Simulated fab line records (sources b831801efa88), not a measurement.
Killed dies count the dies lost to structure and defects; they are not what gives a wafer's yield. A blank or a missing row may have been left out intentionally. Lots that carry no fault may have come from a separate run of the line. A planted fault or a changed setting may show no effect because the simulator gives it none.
fab line records | flow sky130
record: lots: 15 wafers: 45 lastDay: 50
route steps=708 shown CONTACT@419
lots with no fault: from the same line, run without faults
startH: hours from the record's opening day to when the first of the lot's shown wafers began | waitH: how many hours have passed since the lot's step before this one | " the same as in the row above | L1.1+2: several wafers, shown together as one row | - no value, or no start given | * or withheld: withheld | < > ~ a bound
route shown NAME@n: names a module that has steps shown in the file, with the first one's number in the route | usual: the fault-free wafers' mean and standard deviation | same: alike in all rows | chamber/n: place in a boat | sites: per-site readings | _std_site: standard deviation of those values | _edge_site: mean of outer sites minus mean of inner sites | radiusMm: how far each site lies from the wafer's centre | mask NAME#n: copy n | behind: the most recent tool/chamber to have shaped the wafer | hold: the reason the lot was held/the length of the hold in hours/how it ended | device: whichever transistor did not switch (one of n, p or np) | end of line: tests run on the same wafers once the route is complete | where a step has no rows: the recipe by itself | killed: dies that structure and defects cost at the first sort, which is not the same as the wafer's yield | map: the dies of a wafer, with x for killed, . for not killed, _ for no die there
set.NAME: the setting as run; set.NAME@STEP: as run at that earlier step | model.NAME: the simulator's own value behind a step, which no gauge read
one table for each step of the route and one row for each wafer, over a sample of lots
== steps ==
step: SKY_CONTACT_DEVELOP_13
recipe: developTimeS: 60 resist: KrF-thick devTempC: 21
usual: chillPlateTempC: 22.99/0.095 developTimeS: 60/0 developerTempC: 20.99/0.11 resistLineTempC: 23.02/0.099
columns lot.wafer tool chamber startH waitH chillPlateTempC developTimeS developerTempC resistLineTempC
L369.1 lithoTrack-01 0 733 - 23.00 60 21.04 23.22
L369.2 " 0 " " 22.97 60 20.99 22.98
L369.4 " 0 " " 23.02 60 21.05 22.96
L371.1 lithoTrack-03 0 741 - 22.90 60 20.83 22.97
L371.3 " 0 " " 23.05 60 20.98 22.95
L371.5 " 0 " " 22.91 60 20.91 23.12
L372.2 lithoTrack-03 0 751 - 23.04 60 21.13 22.99
L372.4 " 0 " " 22.83 60 21.06 22.88
L372.5 " 0 " " 23.13 60 21.12 23.05
L373.2 lithoTrack-03 0 758 - 22.98 60 21.01 23.05
L373.3 " 0 " " 23.04 60 20.94 23.15
L373.6 " 0 " " 22.90 60 21.06 22.82
L379.3 lithoTrack-01 - 824 - - - - -
L379.5 " - " " - - - -
L379.6 " - " " - - - -
L378.1 lithoTrack-03 - 825 - - - - -
L378.5 " - " " - - - -
L378.6 " - " " - - - -
L381.2 lithoTrack-03 - 830 - - - - -
L381.3 " - " " - - - -
L381.4 " - " " - - - -
L382.2 lithoTrack-03 0 844 - 23.03 60 21.03 23.02
L382.5 " 0 " " 23.19 60 20.99 23.03
L382.6 " 0 " " 23.26 60 21.09 22.86
L384.2 lithoTrack-03 0 865 - 23.00 60 20.94 23.03
L384.3 " 0 " " 23.11 60 20.79 22.98
L384.4 " 0 " " 22.91 60 20.94 22.83
L386.2 lithoTrack-01 0 869 - 23.05 60 21.15 23.01
L386.3 " 0 " " 23.05 60 21.13 23.16
L386.5 " 0 " " 23.01 60 21.11 23.21
L387.1 lithoTrack-01 0 871 - 22.91 60 20.89 23.01
L387.3 " 0 " " 23.01 60 21.02 23.13
L387.5 " 0 872 - 22.84 60 20.91 23.02
L388.1 lithoTrack-03 0 876 - 23.19 60 21.09 22.99
L388.5 " 0 " " 23.11 60 21.05 23.03
L388.6 " 0 " " 23.00 60 20.92 22.92
L389.1 lithoTrack-03 0 883 - 23.00 60 20.92 23.01
L389.3 " 0 " " 23.01 60 21.21 22.88
L389.4 " 0 " " 22.94 60 20.97 22.91
L391.1 lithoTrack-03 0 900 - 22.89 60 20.90 22.96
L391.2 " 0 " " 23.01 60 21.00 23.12
L391.6 " 0 " " 22.89 60 20.89 23.02
L392.3 lithoTrack-01 0 907 - 23.11 60 20.97 22.84
L392.5 " 0 " " 23.12 60 21.08 23.02
L392.6 " 0 " " 23.08 60 21.05 22.99
step: SKY_CONTACT_OVL_MEAS_15
usual: CONTACT_OVL: -2/4.6
columns lot.wafer tool chamber startH waitH CONTACT_OVL[nm]
L369.1 overlay-02 - 733.50 0.1 -12
L369.2 " - " " -8
L369.4 " - " " -7
L371.1 overlay-01 - 741.31 0.1 10
L371.3 " - " " 9
L371.5 " - " " 2
L372.2 overlay-01 - 751.51 0.1 2
L372.4 " - " " -3
L372.5 " - " " 0
L373.2 overlay-01 - 758.90 0.1 4
L373.3 " - " " 1
L373.6 " - " " -3
L379.3 overlay-01 - 824.36 0.1 -
L379.5 " - " " -
L379.6 " - " " -
L378.1 overlay-01 - 825.51 0.1 -
L378.5 " - " " -
L378.6 " - " " -
L381.2 overlay-02 - 830.81 0.1 -
L381.3 " - " " -
L381.4 " - " " -
L382.2 overlay-01 - 844.97 0.1 1
L382.5 " - " " 1
L382.6 " - " " -1
L384.2 overlay-01 - 865.56 0.1 1
L384.3 " - " " 0
L384.4 " - " " 1
L386.2 overlay-02 - 869.46 0.1 -1
L386.3 " - " " 2
L386.5 " - " " -1
L387.1 overlay-01 - 872.20 0.1 -2
L387.3 " - " " -2
L387.5 " - " " -3
L388.1 overlay-01 - 876.61 0.1 -1
L388.5 " - " " -2
L388.6 " - " " -1
L389.1 overlay-02 - 883.46 0.1 -8
L389.3 " - " " 2
L389.4 " - " " -5
L391.1 overlay-02 - 900.54 0.1 -2
L391.2 " - " " -5
L391.6 " - " " -6
L392.3 overlay-02 - 907.46 0.1 -5
L392.5 " - " " -6
L392.6 " - " " -2
== key ==
firstSign: step: SKY_CONTACT_DEVELOP_13 reading: toolRecord direction: missing
effect none on later readings
metAt SKY_CONTACT_DEVELOP_13
struckLots L378,L379,L381
laterRowsLeftOut L378.1,L378.5,L378.6,L379.3,L379.5,L379.6,L381.2,L381.3,L381.4
sortLeftOut L378.1,L378.5,L378.6,L379.3,L379.5,L379.6,L381.2,L381.3,L381.4
testerLeftOut L378,L379,L381
notActingAt SKY_CONTACT_OVL_MEAS_15
onsetBetween 758 824
fault: kind: skippedStepWhole tool: lithoTrack-01,lithoTrack-03 chamber: - onsetH: 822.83 steps: SKY_CONTACT_DEVELOP_13 scope: struckLotsOnly
testerLeftOut: of these lots the tester's yield and bins aren't shown, on N5 and GAA mostly nor the transistor test; their killed dies are dies lost to structure and defects alone, not to doping, threshold or leakage, so they don't give the yield
sortLeftOut: the simulated sort isn't trusted on such a fault, so these wafers' sort isn't shown, and their yield isn't known
laterRowsLeftOut: the simulator's readings of these wafers behind a module that went badly wrong aren't trusted and aren't shown, but for the sort
